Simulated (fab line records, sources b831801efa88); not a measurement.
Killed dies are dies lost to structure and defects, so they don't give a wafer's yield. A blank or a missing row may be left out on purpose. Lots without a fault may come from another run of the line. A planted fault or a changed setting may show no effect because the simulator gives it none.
fab line records | flow sky130
record lots=5 wafers=15 last_day=50
route steps=708 shown VT_ADJUST_HVTR@135 VT_ADJUST_PCH@143 SONOS_TUNNEL@154
lots that met no fault: from a run of the same line without faults
start_h: hours from the record's first day to the start of the lot's first wafer shown | wait_h: hours since the lot's step before | " the same as in the row above | L1.1+2: a row that stands for several wafers | - no value, or no start given | * or withheld: withheld | < > ~ a bound
route shown NAME@n: a module of which the file shows steps, and the number in the route of the first | usual: mean/standard deviation of fault-free wafers | same: alike in all rows | chamber/n: place in a boat | sites: the reading at each site | _std_site: their standard deviation | _edge_site: outer sites' mean less inner sites' | radius_mm: how far each site lies from the wafer's centre | mask NAME#n: copy n | behind: the tool/chamber that last shaped the wafer | hold: why the lot was held/for how many hours/how that ended | device: the transistor (n, p or np) that didn't switch | end of line: the same wafers' tests at the end of the route | a step without rows: its recipe alone | killed: dies lost to structure and defects at the first sort, not the wafer's yield | map: a wafer's dies, x killed, . not, _ none there
set.NAME: the setting as run; set.NAME@STEP: as run at that earlier step | model.NAME: the simulator's own value behind a step, which no gauge read
lots at some steps of the route; a table a step, a row a wafer
services: from which hour (start_h, from the record's first day; less than 0 if before it) a tool's chamber was out of use, for how many hours, and why
## steps
# step SKY_VT_ADJUST_HVTR_EXPOSE_04
# recipe mask_id=HVTRM target_cd_nm=380 na=0.6 source_shape=conventional sigma_outer=0.6 dose_mj=150
# step SKY_VT_ADJUST_HVTR_PEB_05
# recipe temp_c=withheld time_s=* resist=NOVOLAK
# step SKY_VT_ADJUST_HVTR_DEVELOP_06
# recipe develop_time_s=60 dev_temp_c=23
# step SKY_VT_ADJUST_HVTR_CD_MEAS_07
# recipe target_cd_nm=380
# usual cd_nm=379.6/2.1
# columns lot.wafer tool chamber start_h wait_h cd_nm
L289.1 cd_sem-01 - 205.21 0.1 380.8
L289.2 " - " " 381.8
L289.6 " - " " 380.0
L294.2 cd_sem-01 - 251.06 0.1 379.8
L294.3 " - " " 382.0
L294.4 " - " " 380.6
L297.4 cd_sem-01 - 268.07 0.1 378.9
L297.5 " - " " 383.7
L297.6 " - " " 382.1
L307.2 cd_sem-02 - 341.22 0.1 380.9
L307.3 " - " " 380.8
L307.4 " - " " 380.4
L311.1 cd_sem-02 - 370.24 0.1 378.3
L311.2 " - " " 376.8
L311.5 " - " " 380.8
# step SKY_VT_ADJUST_HVTR_OVL_MEAS_08
# usual VT_ADJUST_HVTR_OVL=-0.2/1.3
# columns lot.wafer tool chamber start_h wait_h VT_ADJUST_HVTR_OVL[nm]
L289.1 overlay-02 - 205.33 0.1 -0.8
L289.2 " - " " -1.5
L289.6 " - " " -1.0
L294.2 overlay-02 - 251.16 0.1 0.6
L294.3 " - " " -0.4
L294.4 " - " " 1.9
L297.4 overlay-01 - 268.15 0.1 0.7
L297.5 " - " " 1.6
L297.6 " - " " -0.4
L307.2 overlay-02 - 341.32 0.1 -3.8
L307.3 " - " " -2.0
L307.4 " - " " -1.9
L311.1 overlay-02 - 370.36 0.1 -2.5
L311.2 " - " " 0.3
L311.5 " - " " -1.2
# step SKY_VT_ADJUST_HVTR_IMPLANT_09
# recipe species=B energy_kev=10 dose_cm2=2.1e+12 tilt_deg=withheld
# step SKY_VT_ADJUST_HVTR_STRIP_10
# recipe chemistry=O2/N2 power_w=1400 pressure_mtorr=1500 platen_temp_c=withheld o2_flow_sccm=3000 n2_flow_sccm=300 overash_fraction=0.5
# usual drypump_motor_current_A=5.4/0.44 oes_product_au=0.715/0.0045 strip_time_to_endpoint_s=14.17/0.041
# columns lot.wafer tool chamber start_h wait_h drypump_motor_current_A oes_product_au rf_hours_counter_h strip_time_to_endpoint_s
L289.1 plasma_asher-02 0 205.51 0.1 6.0 0.718 42 14.15
L289.2 " 1 " " 6.1 0.718 42 14.16
L289.6 " 0 " " 6.0 0.719 - 14.13
L294.2 plasma_asher-04 0 251.34 0.1 5.3 0.718 57 14.22
L294.3 " 1 " " 5.6 0.707 - 14.21
L294.4 " 0 " " 5.3 0.715 - 14.27
L297.4 plasma_asher-03 1 268.35 0.1 5.5 0.716 - 14.12
L297.5 " 1 " " 5.5 0.722 - 14.07
L297.6 " 0 " " 4.8 0.707 - 14.05
L307.2 plasma_asher-04 1 341.50 0.1 5.6 0.714 66 14.13
L307.3 " 1 " " 5.6 0.717 - 14.14
L307.4 " 0 " " 5.3 0.704 - 14.15
L311.1 plasma_asher-04 1 370.54 0.1 5.6 0.710 69 14.15
L311.2 " 0 " " 5.3 0.720 69 14.23
L311.5 " 0 " " 5.3 0.720 - 14.17
# step SKY_VT_ADJUST_HVTR_TW_MEAS_11
# usual VT_ADJUST_HVTR_TW=211.4/1.3
# columns lot.wafer tool chamber start_h wait_h VT_ADJUST_HVTR_TW
L289.1 film_metro-01 - 205.61 0.1 211.2
L289.2 " - " " 210.3
L289.6 " - " " 211.4
L294.2 film_metro-01 - 251.45 0.1 211.4
L294.3 " - " " 211.7
L294.4 " - " " 211.8
L297.4 film_metro-04 - 268.44 0.1 214.1
L297.5 " - " " 212.5
L297.6 " - " " 212.4
L307.2 film_metro-02 - 341.61 0.1 210.6
L307.3 " - " " 208.9
L307.4 " - " " 210.4
L311.1 film_metro-04 - 370.64 0.1 212.6
L311.2 " - " " 212.0
L311.5 " - " " 212.5
# step SKY_VT_ADJUST_PCH_DEHYDRATE_00
# recipe temp_c=200 time_s=60
# step SKY_VT_ADJUST_PCH_HMDS_01
# recipe prime_time_s=60 prime_temp_c=120
# step SKY_VT_ADJUST_PCH_COAT_02
# recipe spin_rpm=2000 resist_thk_nm=3000
# step SKY_VT_ADJUST_PCH_SOFTBAKE_03
# recipe temp_c=110 time_s=withheld
# step SKY_VT_ADJUST_PCH_EXPOSE_04
# recipe mask_id=NWM na=0.6 source_shape=conventional sigma_outer=0.6 polarization=unpolarized target_cd_nm=840 dose_mj=255
# usual exposure_dose_mJ_cm2=255.03/0.25
# columns lot.wafer tool chamber start_h wait_h mask exposure_dose_mJ_cm2
L289.1 iline_stepper-02 0 217.43 - NWM#0 255.16
L289.2 " 0 " " NWM#0 255.08
L289.6 " 0 " " NWM#0 255.26
L294.2 iline_stepper-01 0 263.64 - NWM#0 254.68
L294.3 " 0 " " NWM#0 254.92
L294.4 " 0 " " NWM#0 254.46
L297.4 iline_stepper-01 0 281.21 - TUNM#0 255.17
L297.5 " 0 " " TUNM#0 254.69
L297.6 " 0 " " TUNM#0 254.77
L307.2 iline_stepper-02 0 354.59 - NWM#0 254.72
L307.3 " 0 " " NWM#0 255.46
L307.4 " 0 " " NWM#0 254.94
L311.1 iline_stepper-01 0 384.72 - NWM#0 254.90
L311.2 " 0 " " NWM#0 255.27
L311.5 " 0 " " NWM#0 255.34
# step SKY_VT_ADJUST_PCH_PEB_05
# recipe temp_c=115 time_s=withheld
# step SKY_VT_ADJUST_PCH_DEVELOP_06
# recipe wall_angle_deg=90 developer=TMAH develop_time_s=60 dev_temp_c=23
# step SKY_VT_ADJUST_PCH_OVL_MEAS_07
# usual VT_ADJUST_PCH_OVL=0.7/1.3
# columns lot.wafer tool chamber start_h wait_h VT_ADJUST_PCH_OVL[nm]
L289.1 overlay-01 - 228.79 - -0.6
L289.2 " - " " 2.1
L289.6 " - " " -0.4
L294.2 overlay-02 - 275.05 - 0.0
L294.3 " - " " 0.0
L294.4 " - " " 1.5
L297.4 overlay-02 - 293.56 - -
L297.5 " - " " -
L297.6 " - " " -
L307.2 overlay-01 - 368.85 - 0.2
L307.3 " - " " -0.9
L307.4 " - " " -0.5
L311.1 overlay-01 - 398.50 - -0.1
L311.2 " - " " -0.5
L311.5 " - " " -2.0
# step SKY_VT_ADJUST_PCH_IMPLANT_08
# recipe species=B energy_kev=9.864 dose_cm2=5e+11 tilt_deg=withheld
# step SKY_VT_ADJUST_PCH_STRIP_09
# recipe chemistry=O2/N2 power_w=1400 pressure_mtorr=1500 platen_temp_c=withheld o2_flow_sccm=3000 n2_flow_sccm=300 overash_fraction=0.5
# usual drypump_motor_current_A=5.4/0.43 oes_product_au=0.722/0.0044 strip_time_to_endpoint_s=37.01/0.11
# columns lot.wafer tool chamber start_h wait_h drypump_motor_current_A oes_product_au rf_hours_counter_h strip_time_to_endpoint_s
L289.1 plasma_asher-03 1 228.97 0.1 5.5 0.723 55 37.04
L289.2 " 0 " " 4.8 0.721 55 37.08
L289.6 " 1 " " 5.5 0.727 - 37.10
L294.2 plasma_asher-01 0 275.23 0.1 5.5 0.712 13 36.79
L294.3 " 1 " " 5.2 0.726 - 36.90
L294.4 " 0 " " 5.5 0.726 - 36.97
L297.4 plasma_asher-03 0 293.76 0.1 4.8 0.719 - 36.99
L297.5 " 1 " " 5.5 0.717 - 36.88
L297.6 " 0 " " 4.8 0.718 - 36.92
L307.2 plasma_asher-01 1 369.03 0.1 5.2 0.727 21 36.97
L307.3 " 0 " " 5.5 0.729 - 36.81
L307.4 " 1 " " 5.2 0.720 - 36.96
L311.1 plasma_asher-01 1 398.68 0.1 5.2 0.716 24 36.94
L311.2 " 0 " " 5.5 0.731 24 36.94
L311.5 " 0 " " 5.5 0.729 - 36.83
# step SKY_VT_ADJUST_PCH_TW_MEAS_10
# usual VT_ADJUST_PCH_TW=142.4/1.2
# columns lot.wafer tool chamber start_h wait_h VT_ADJUST_PCH_TW
L289.1 film_metro-02 - 229.07 0.1 141.5
L289.2 " - " " 141.5
L289.6 " - " " 141.9
L294.2 film_metro-04 - 275.34 0.1 143.5
L294.3 " - " " 143.3
L294.4 " - " " 143.0
L297.4 film_metro-02 - 293.85 0.1 29.9
L297.5 " - " " 30.0
L297.6 " - " " 29.9
L307.2 film_metro-02 - 369.14 0.1 142.2
L307.3 " - " " 142.2
L307.4 " - " " 141.3
L311.1 film_metro-02 - 398.78 0.1 139.0
L311.2 " - " " 138.9
L311.5 " - " " 139.2
# step SKY_SONOS_TUNNEL_DEHYDRATE_00
# recipe temp_c=200 time_s=60
# step SKY_SONOS_TUNNEL_HMDS_01
# recipe prime_time_s=60 prime_temp_c=120
# step SKY_SONOS_TUNNEL_COAT_02
# recipe resist=NOVOLAK spin_rpm=3000 resist_thk_nm=1140
# step SKY_SONOS_TUNNEL_SOFTBAKE_03
# recipe temp_c=90 time_s=60 resist=NOVOLAK
# step SKY_SONOS_TUNNEL_EXPOSE_04
# recipe mask_id=TUNM na=0.6 source_shape=conventional sigma_outer=0.6 polarization=unpolarized target_cd_nm=410 dose_mj=136
# step SKY_SONOS_TUNNEL_PEB_05
# recipe temp_c=withheld time_s=* resist=NOVOLAK
# step SKY_SONOS_TUNNEL_DEVELOP_06
# recipe resist=NOVOLAK developer=TMAH develop_time_s=60 dev_temp_c=23
# step SKY_SONOS_TUNNEL_CD_MEAS_07
# recipe target_cd_nm=410
# usual cd_nm=409.4/2.6
# columns lot.wafer tool chamber start_h wait_h cd_nm
L289.1 cd_sem-01 - 252.31 0.1 406.9
L289.2 " - " " 405.8
L289.6 " - " " 406.4
L294.2 cd_sem-02 - 299.96 0.1 415.3
L294.3 " - " " 413.0
L294.4 " - " " 413.4
L297.4 cd_sem-02 - 318.85 0.1 407.3
L297.5 " - " " 410.2
L297.6 " - " " 410.6
L307.2 cd_sem-02 - 396.46 0.1 407.0
L307.3 " - " " 408.6
L307.4 " - " " 408.6
L311.1 cd_sem-02 - 428.20 0.1 409.3
L311.2 " - " " 408.5
L311.5 " - " " 406.3
# step SKY_SONOS_TUNNEL_OVL_MEAS_08
# usual SONOS_TUNNEL_OVL=-0.8/1.1
# columns lot.wafer tool chamber start_h wait_h SONOS_TUNNEL_OVL[nm]
L289.1 overlay-02 - 252.43 0.1 -0.6
L289.2 " - " " 0.1
L289.6 " - " " -2.0
L294.2 overlay-02 - 300.07 0.1 -1.6
L294.3 " - " " -0.2
L294.4 " - " " -0.9
L297.4 overlay-01 - 318.93 0.1 -1.7
L297.5 " - " " -1.5
L297.6 " - " " 0.3
L307.2 overlay-01 - 396.57 0.1 0.7
L307.3 " - " " 0.4
L307.4 " - " " -1.2
L311.1 overlay-02 - 428.32 0.1 -0.8
L311.2 " - " " -0.9
L311.5 " - " " -2.0
# step SKY_SONOS_TUNNEL_IMPLANT_09
# recipe species=B energy_kev=20 dose_cm2=1e+12 tilt_deg=withheld
# step SKY_SONOS_TUNNEL_WET_ETCH_10
# recipe chemistry=dHF target_depth_nm=14 target=SiO2 dilution=100:1 temp_c=25 time_s=280
# step SKY_SONOS_TUNNEL_STRIP_11
# recipe chemistry=SPM time_s=600 temp_c=130
# step SKY_SONOS_TUNNEL_TW_MEAS_12
# usual SONOS_TUNNEL_TW=198.2/0.78
# columns lot.wafer tool chamber start_h wait_h SONOS_TUNNEL_TW
L289.1 film_metro-03 - 252.98 0.0 198.6
L289.2 " - " " 198.2
L289.6 " - " " 198.0
L294.2 film_metro-04 - 300.52 0.0 198.3
L294.3 " - " " 197.6
L294.4 " - " " 198.3
L297.4 film_metro-01 - 319.39 0.0 213.9
L297.5 " - " " 213.9
L297.6 " - " " 214.0
L307.2 film_metro-04 - 397.03 0.0 196.7
L307.3 " - " " 197.5
L307.4 " - " " 198.3
L311.1 film_metro-01 - 428.77 0.0 199.3
L311.2 " - " " 199.1
L311.5 " - " " 199.0
# step SKY_SONOS_TUNNEL_CLEAN_13
# recipe chemistry=dHF time_s=20 dilution=100:1 dry=ipa_marangoni
## services
# columns tool chamber start_h hours kind
plasma_asher-01 - 190.93 14.6 pm
iline_stepper-01 - 233.59 1.7 pm
iline_stepper-02 0 258.86 - calibration
iline_stepper-01 0 268.96 - calibration
plasma_asher-04 - 271.91 1.8 repair
plasma_asher-01 - 302.82 9.1 repair
iline_stepper-02 - 304.88 0.9 repair
iline_stepper-02 - 317.93 1.7 pm
plasma_asher-04 - 320.34 2.8 pm
plasma_asher-01 - 344.79 1.6 repair
plasma_asher-03 - 389.21 2.8 pm
plasma_asher-04 - 390.24 4.9 repair
## key
first_sign step=SKY_VT_ADJUST_PCH_EXPOSE_04 reading=mask direction=changed
effect step=SKY_VT_ADJUST_PCH_OVL_MEAS_07 reading=VT_ADJUST_PCH_OVL direction=missing
effect step=SKY_VT_ADJUST_PCH_TW_MEAS_10 reading=VT_ADJUST_PCH_TW direction=down sigmas=93 usual=142.4 struck=30.0
effect step=SKY_SONOS_TUNNEL_TW_MEAS_12 reading=SONOS_TUNNEL_TW direction=up sigmas=20 usual=198.2 struck=213.9
met_at SKY_VT_ADJUST_PCH_EXPOSE_04
struck_wafers L297.4,L297.5,L297.6
sort_left_out L297.4,L297.5,L297.6
tester_left_out L297
onset_between 263.64 281.21
fault kind=wrong_mask tool=any chamber=- onset_h=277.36 steps=SKY_VT_ADJUST_PCH_EXPOSE_04 aux_copy=TUNM#0 scope=struck_lots_only
# tester_left_out: of these lots the tester's yield and bins aren't shown, on N5 and GAA mostly nor the transistor test; their killed dies are dies lost to structure and defects alone, not to doping, threshold or leakage, so they don't give the yield
# sort_left_out: the simulated sort isn't trusted on such a fault, so these wafers' sort isn't shown, and their yield isn't known
